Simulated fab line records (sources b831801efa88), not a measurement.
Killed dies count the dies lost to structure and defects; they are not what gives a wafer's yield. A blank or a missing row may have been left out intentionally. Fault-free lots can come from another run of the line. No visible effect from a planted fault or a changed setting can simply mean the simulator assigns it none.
Which of the tools did it? / flow gf180mcu / 24 lots with 72 wafers sampled at 4 steps, on a route of 602 steps

== WHAT THE GAUGES READ, wafer by wafer ==
GF_STI_THK_MEAS_22. Usual: STI_OXIDATION_01_THK typically reads 15.03 nm, with standard deviation 0.29.
lot=L074; measured=day 2 03:04; on=filmMetro-02; STI_OXIDATION_01_THK (nm)=15.54 15.40 15.46; flag=
lot=L075; measured=day 2 07:34; on=filmMetro-04; STI_OXIDATION_01_THK (nm)=15.00 14.88 14.69; flag=
lot=L076; measured=day 2 15:59; on=filmMetro-02; STI_OXIDATION_01_THK (nm)=14.73 14.85 15.23; flag=
lot=L077; measured=day 2 19:45; on=filmMetro-02; STI_OXIDATION_01_THK (nm)=14.65 14.74 14.44; flag=
lot=L078; measured=day 3 00:15; on=filmMetro-04; STI_OXIDATION_01_THK (nm)=14.55 14.51 14.51; flag=
lot=L079; measured=day 3 06:47; on=filmMetro-03; STI_OXIDATION_01_THK (nm)=15.04 15.32 15.32; flag=
lot=L080; measured=day 3 11:01; on=filmMetro-03; STI_OXIDATION_01_THK (nm)=15.02 15.05 14.75; flag=
lot=L081; measured=day 3 16:13; on=filmMetro-03; STI_OXIDATION_01_THK (nm)=15.20 15.35 14.93; flag=
lot=L082; measured=day 3 19:46; on=filmMetro-04; STI_OXIDATION_01_THK (nm)=14.99 15.27 15.09; flag=
lot=L083; measured=day 4 01:27; on=filmMetro-03; STI_OXIDATION_01_THK (nm)=15.57 15.55 15.18; flag=
lot=L084; measured=day 4 07:29; on=filmMetro-03; STI_OXIDATION_01_THK (nm)=15.45 15.51 15.53; flag=
lot=L085; measured=day 4 11:49; on=filmMetro-03; STI_OXIDATION_01_THK (nm)=15.39 15.15 15.37; flag=
lot=L086; measured=day 4 17:02; on=filmMetro-02; STI_OXIDATION_01_THK (nm)=14.70 14.51 14.71; flag=
lot=L087; measured=day 5 01:00; on=filmMetro-03; STI_OXIDATION_01_THK (nm)=14.83 14.63 14.60; flag=
lot=L088; measured=day 5 04:16; on=filmMetro-04; STI_OXIDATION_01_THK (nm)=15.10 14.66 14.82; flag=
lot=L089; measured=day 5 08:28; on=filmMetro-04; STI_OXIDATION_01_THK (nm)=15.24 15.23 15.52; flag=
lot=L090; measured=day 5 13:56; on=filmMetro-02; STI_OXIDATION_01_THK (nm)=15.03 15.36 15.00; flag=
lot=L091; measured=day 5 19:21; on=filmMetro-03; STI_OXIDATION_01_THK (nm)=14.83 14.68 14.83; flag=
lot=L092; measured=day 6 00:32; on=filmMetro-02; STI_OXIDATION_01_THK (nm)=14.88 14.79 15.16; flag=
lot=L093; measured=day 6 05:50; on=filmMetro-03; STI_OXIDATION_01_THK (nm)=14.75 14.80 14.77; flag=
lot=L094; measured=day 6 11:09; on=filmMetro-03; STI_OXIDATION_01_THK (nm)=15.02 14.76 15.15; flag=
lot=L095; measured=day 6 16:11; on=filmMetro-03; STI_OXIDATION_01_THK (nm)=15.14 15.06 15.24; flag=
lot=L096; measured=day 6 20:42; on=filmMetro-02; STI_OXIDATION_01_THK (nm)=15.08 15.09 15.19; flag=
lot=L097; measured=day 7 01:45; on=filmMetro-02; STI_OXIDATION_01_THK (nm)=15.29 15.11 15.05; flag=

GF_M3_CD_MEAS_14 targets a cd of 280 nm. Usual: cdNm 280.2 nm, standard deviation 1.
lot=L074; measured=day 21 09:04; on=cdSem-02; cdNm (nm)=280.5 280.1 279.2; flag=
lot=L075; measured=day 22 02:51; on=cdSem-01; cdNm (nm)=280.9 281.2 280.2; flag=
lot=L076; measured=day 22 18:47; on=cdSem-02; cdNm (nm)=280.9 281.4 281.2; flag=
lot=L077; measured=day 22 18:08; on=cdSem-02; cdNm (nm)=280.3 280.2 280.4; flag=
lot=L078; measured=day 23 03:33; on=cdSem-01; cdNm (nm)=280.7 279.4 280.3; flag=
lot=L079; measured=day 23 16:02; on=cdSem-01; cdNm (nm)=278.8 278.8 279.2; flag=
lot=L080; measured=day 23 17:02; on=cdSem-02; cdNm (nm)=280.3 281.4 281.0; flag=
lot=L081; measured=day 24 05:57; on=cdSem-02; cdNm (nm)=279.7 280.7 280.1; flag=
lot=L082; measured=day 24 20:59; on=cdSem-01; cdNm (nm)=280.1 279.7 279.1; flag=
lot=L083; measured=day 24 22:44; on=cdSem-01; cdNm (nm)=279.0 278.3 278.2; flag=
lot=L084; measured=day 24 22:20; on=cdSem-02; cdNm (nm)=280.2 280.8 279.5; flag=
lot=L085; measured=day 25 10:29; on=cdSem-02; cdNm (nm)=280.5 281.1 280.4; flag=
lot=L086; measured=day 25 12:48; on=cdSem-01; cdNm (nm)=279.3 279.5 279.2; flag=
lot=L087; measured=day 26 07:20; on=cdSem-02; cdNm (nm)=280.2 280.8 282.1; flag=
lot=L088; measured=day 26 08:17; on=cdSem-01; cdNm (nm)=280.5 279.8 278.4; flag=
lot=L089; measured=day 26 19:34; on=cdSem-02; cdNm (nm)=280.1 280.4 280.8; flag=
lot=L090; measured=day 26 21:44; on=cdSem-01; cdNm (nm)=279.7 278.7 279.2; flag=
lot=L091; measured=day 27 00:39; on=cdSem-01; cdNm (nm)=277.0 279.5 277.7; flag=
lot=L092; measured=day 27 07:37; on=cdSem-01; cdNm (nm)=280.7 279.9 279.7; flag=
lot=L093; measured=day 27 22:01; on=cdSem-01; cdNm (nm)=281.8 281.2 281.8; flag=
lot=L094; measured=day 27 17:03; on=cdSem-02; cdNm (nm)=280.6 280.6 279.9; flag=
lot=L095; measured=day 28 00:03; on=cdSem-01; cdNm (nm)=281.3 280.7 282.0; flag=
lot=L096; measured=day 28 08:54; on=cdSem-01; cdNm (nm)=281.7 281.0 279.2; flag=
lot=L097; measured=day 28 10:09; on=cdSem-01; cdNm (nm)=279.9 280.4 279.7; flag=

== WHICH TOOL RAN EACH LOT (tool, then ch and the chambers of the sampled wafers, then the start) ==
lot=L074; GF_PSD_RTA_13=rtpAnneal-02 ch 0, day 14 08:05; GF_M3_SPUTTER_01=pvdSputter-01, day 20 09:33
lot=L075; GF_PSD_RTA_13=rtpAnneal-02 ch 0, day 14 22:04; GF_M3_SPUTTER_01=pvdSputter-01, day 21 02:31
lot=L076; GF_PSD_RTA_13=rtpAnneal-02 ch 0, day 15 13:19; GF_M3_SPUTTER_01=pvdSputter-02, day 21 19:27
lot=L077; GF_PSD_RTA_13=rtpAnneal-02 ch 0, day 15 12:42; GF_M3_SPUTTER_01=pvdSputter-04, day 21 19:09
lot=L078; GF_PSD_RTA_13=rtpAnneal-02 ch 0, day 15 21:28; GF_M3_SPUTTER_01=pvdSputter-02, day 22 04:05
lot=L079; GF_PSD_RTA_13=rtpAnneal-02 ch 0, day 16 10:04; GF_M3_SPUTTER_01=pvdSputter-04, day 22 17:28
lot=L080; GF_PSD_RTA_13=rtpAnneal-01 ch 0, day 16 11:19; GF_M3_SPUTTER_01=pvdSputter-02, day 22 18:13
lot=L081; GF_PSD_RTA_13=rtpAnneal-02 ch 0, day 17 00:22; GF_M3_SPUTTER_01=pvdSputter-04, day 23 06:56
lot=L082; GF_PSD_RTA_13=rtpAnneal-01 ch 0, day 17 17:07; GF_M3_SPUTTER_01=pvdSputter-04, day 23 22:54
lot=L083; GF_PSD_RTA_13=rtpAnneal-01 ch 0, day 17 18:12; GF_M3_SPUTTER_01=pvdSputter-04, day 24 00:54
lot=L084; GF_PSD_RTA_13=rtpAnneal-02 ch 0, day 17 18:03; GF_M3_SPUTTER_01=pvdSputter-02, day 24 00:15
lot=L085; GF_PSD_RTA_13=rtpAnneal-02 ch 0, day 18 09:19; GF_M3_SPUTTER_01=pvdSputter-01, day 24 13:22
lot=L086; GF_PSD_RTA_13=rtpAnneal-02 ch 0, day 18 11:20; GF_M3_SPUTTER_01=pvdSputter-04, day 24 15:26
lot=L087; GF_PSD_RTA_13=rtpAnneal-01 ch 0, day 19 07:58; GF_M3_SPUTTER_01=pvdSputter-04, day 25 10:41
lot=L088; GF_PSD_RTA_13=rtpAnneal-02 ch 0, day 19 08:49; GF_M3_SPUTTER_01=pvdSputter-02, day 25 12:10
lot=L089; GF_PSD_RTA_13=rtpAnneal-02 ch 0, day 19 22:05; GF_M3_SPUTTER_01=pvdSputter-01, day 25 23:33
lot=L090; GF_PSD_RTA_13=rtpAnneal-01 ch 0, day 19 22:39; GF_M3_SPUTTER_01=pvdSputter-01, day 26 00:30
lot=L091; GF_PSD_RTA_13=rtpAnneal-01 ch 0, day 20 04:28; GF_M3_SPUTTER_01=pvdSputter-04, day 26 04:16
lot=L092; GF_PSD_RTA_13=rtpAnneal-01 ch 0, day 20 12:38; GF_M3_SPUTTER_01=pvdSputter-04, day 26 11:13
lot=L093; GF_PSD_RTA_13=rtpAnneal-02 ch 0, day 21 03:23; GF_M3_SPUTTER_01=pvdSputter-01, day 27 01:16
lot=L094; GF_PSD_RTA_13=rtpAnneal-02 ch 0, day 21 00:08; GF_M3_SPUTTER_01=pvdSputter-02, day 26 21:32
lot=L095; GF_PSD_RTA_13=rtpAnneal-02 ch 0, day 21 08:34; GF_M3_SPUTTER_01=pvdSputter-02, day 27 03:49
lot=L096; GF_PSD_RTA_13=rtpAnneal-02 ch 0, day 21 19:07; GF_M3_SPUTTER_01=pvdSputter-04, day 27 13:19
lot=L097; GF_PSD_RTA_13=rtpAnneal-01 ch 0, day 21 19:34; GF_M3_SPUTTER_01=pvdSputter-01, day 27 14:46
- GF_PSD_RTA_13: time 20 s.
- GF_M3_SPUTTER_01: material TiN, target thk 30 nm, time 25 s.

== AS READ BY THE TOOLS THEMSELVES (means over the sampled wafers that have a number; for cases with no such wafer, the mark the record gives instead) ==
GF_PSD_RTA_13. Usual: annealTempCMax 1032.1, standard deviation 2.2; lampPowerPct 33.2 %, standard deviation 2.3; wafer_temp_C_max 1029.6, standard deviation 1.8.
lot=L074; tool=rtpAnneal-02; annealTempCMax=1032.6; lampPowerPct (%)=31.5; wafer_temp_C_max=1029.9; flag=
lot=L075; tool=rtpAnneal-02; annealTempCMax=1031.4; lampPowerPct (%)=31.6; wafer_temp_C_max=1030.2; flag=
lot=L076; tool=rtpAnneal-02; annealTempCMax=1033.0; lampPowerPct (%)=31.6; wafer_temp_C_max=1029.7; flag=
lot=L077; tool=rtpAnneal-02; annealTempCMax=1033.2; lampPowerPct (%)=31.5; wafer_temp_C_max=1030.9; flag=
lot=L078; tool=rtpAnneal-02; annealTempCMax=1034.6; lampPowerPct (%)=31.6; wafer_temp_C_max=1030.7; flag=
lot=L079; tool=rtpAnneal-02; annealTempCMax=1033.1; lampPowerPct (%)=31.6; wafer_temp_C_max=1031.2; flag=
lot=L080; tool=rtpAnneal-01; annealTempCMax=1029.5; lampPowerPct (%)=36.4; wafer_temp_C_max=1027.5; flag=
lot=L081; tool=rtpAnneal-02; annealTempCMax=1033.2; lampPowerPct (%)=31.6; wafer_temp_C_max=1030.3; flag=
lot=L082; tool=rtpAnneal-01; annealTempCMax=1029.1; lampPowerPct (%)=36.4; wafer_temp_C_max=1027.8; flag=
lot=L083; tool=rtpAnneal-01; annealTempCMax=1030.2; lampPowerPct (%)=36.4; wafer_temp_C_max=1027.0; flag=
lot=L084; tool=rtpAnneal-02; annealTempCMax=1033.5; lampPowerPct (%)=31.5; wafer_temp_C_max=1030.7; flag=
lot=L085; tool=rtpAnneal-02; annealTempCMax=1033.5; lampPowerPct (%)=31.5; wafer_temp_C_max=1031.4; flag=
lot=L086; tool=rtpAnneal-02; annealTempCMax=1034.2; lampPowerPct (%)=31.5; wafer_temp_C_max=1031.2; flag=
lot=L087; tool=rtpAnneal-01; annealTempCMax=1029.8; lampPowerPct (%)=36.4; wafer_temp_C_max=1028.0; flag=
lot=L088; tool=rtpAnneal-02; annealTempCMax=1033.7; lampPowerPct (%)=31.5; wafer_temp_C_max=1030.5; flag=
lot=L089; tool=rtpAnneal-02; annealTempCMax=1033.3; lampPowerPct (%)=31.6; wafer_temp_C_max=1030.2; flag=
lot=L090; tool=rtpAnneal-01; annealTempCMax=1029.8; lampPowerPct (%)=36.4; wafer_temp_C_max=1026.9; flag=
lot=L091; tool=rtpAnneal-01; annealTempCMax=1029.8; lampPowerPct (%)=36.5; wafer_temp_C_max=1027.2; flag=
lot=L092; tool=rtpAnneal-01; annealTempCMax=1029.8; lampPowerPct (%)=36.4; wafer_temp_C_max=1027.2; flag=
lot=L093; tool=rtpAnneal-02; annealTempCMax=1032.7; lampPowerPct (%)=31.5; wafer_temp_C_max=1030.3; flag=
lot=L094; tool=rtpAnneal-02; annealTempCMax=1033.5; lampPowerPct (%)=31.6; wafer_temp_C_max=1030.2; flag=
lot=L095; tool=rtpAnneal-02; annealTempCMax=1035.7; lampPowerPct (%)=31.5; wafer_temp_C_max=1030.7; flag=
lot=L096; tool=rtpAnneal-02; annealTempCMax=1032.9; lampPowerPct (%)=31.5; wafer_temp_C_max=1030.8; flag=
lot=L097; tool=rtpAnneal-01; annealTempCMax=1029.9; lampPowerPct (%)=36.4; wafer_temp_C_max=1027.5; flag=

GF_M3_SPUTTER_01. Usual: throttleValvePct 29.8 %, standard deviation 1.4.
lot=L074; tool=pvdSputter-01; throttleValvePct (%)=29.5; flag=
lot=L075; tool=pvdSputter-01; throttleValvePct (%)=29.6; flag=
lot=L076; tool=pvdSputter-02; throttleValvePct (%)=29.7; flag=
lot=L077; tool=pvdSputter-04; throttleValvePct (%)=29.1; flag=
lot=L078; tool=pvdSputter-02; throttleValvePct (%)=29.9; flag=
lot=L079; tool=pvdSputter-04; throttleValvePct (%)=28.7; flag=
lot=L080; tool=pvdSputter-02; throttleValvePct (%)=29.8; flag=
lot=L081; tool=pvdSputter-04; throttleValvePct (%)=30.2; flag=
lot=L082; tool=pvdSputter-04; throttleValvePct (%)=28.1; flag=
lot=L083; tool=pvdSputter-04; throttleValvePct (%)=30.3; flag=
lot=L084; tool=pvdSputter-02; throttleValvePct (%)=30.2; flag=
lot=L085; tool=pvdSputter-01; throttleValvePct (%)=29.3; flag=
lot=L086; tool=pvdSputter-04; throttleValvePct (%)=29.0; flag=
lot=L087; tool=pvdSputter-04; throttleValvePct (%)=29.6; flag=
lot=L088; tool=pvdSputter-02; throttleValvePct (%)=29.8; flag=
lot=L089; tool=pvdSputter-01; throttleValvePct (%)=28.4; flag=
lot=L090; tool=pvdSputter-01; throttleValvePct (%)=30.5; flag=
lot=L091; tool=pvdSputter-04; throttleValvePct (%)=30.3; flag=
lot=L092; tool=pvdSputter-04; throttleValvePct (%)=30.9; flag=
lot=L093; tool=pvdSputter-01; throttleValvePct (%)=28.7; flag=
lot=L094; tool=pvdSputter-02; throttleValvePct (%)=30.6; flag=
lot=L095; tool=pvdSputter-02; throttleValvePct (%)=30.3; flag=
lot=L096; tool=pvdSputter-04; throttleValvePct (%)=29.9; flag=
lot=L097; tool=pvdSputter-01; throttleValvePct (%)=28.8; flag=

== THE ANSWER, worked out from the rows above alone ==
Rule: lot off if the mean of its wafers having a number is beyond 3 standard deviations from the usual mean. A lot without any number at a reading at which 4 lots or more have one is off too. Any other lot the step has rows for is counted as sound. The gauges are gone through in route order, then the tools' own readings, and for those a lot's mean is taken as printed above. The first step at which some lot is off is used, and at that step the reading that is off furthest; a lot without a number counts as furthest.
None of the lots is off at any reading shown; this tells nothing.

== WHAT THE SIMULATOR HAD INSERTED ==
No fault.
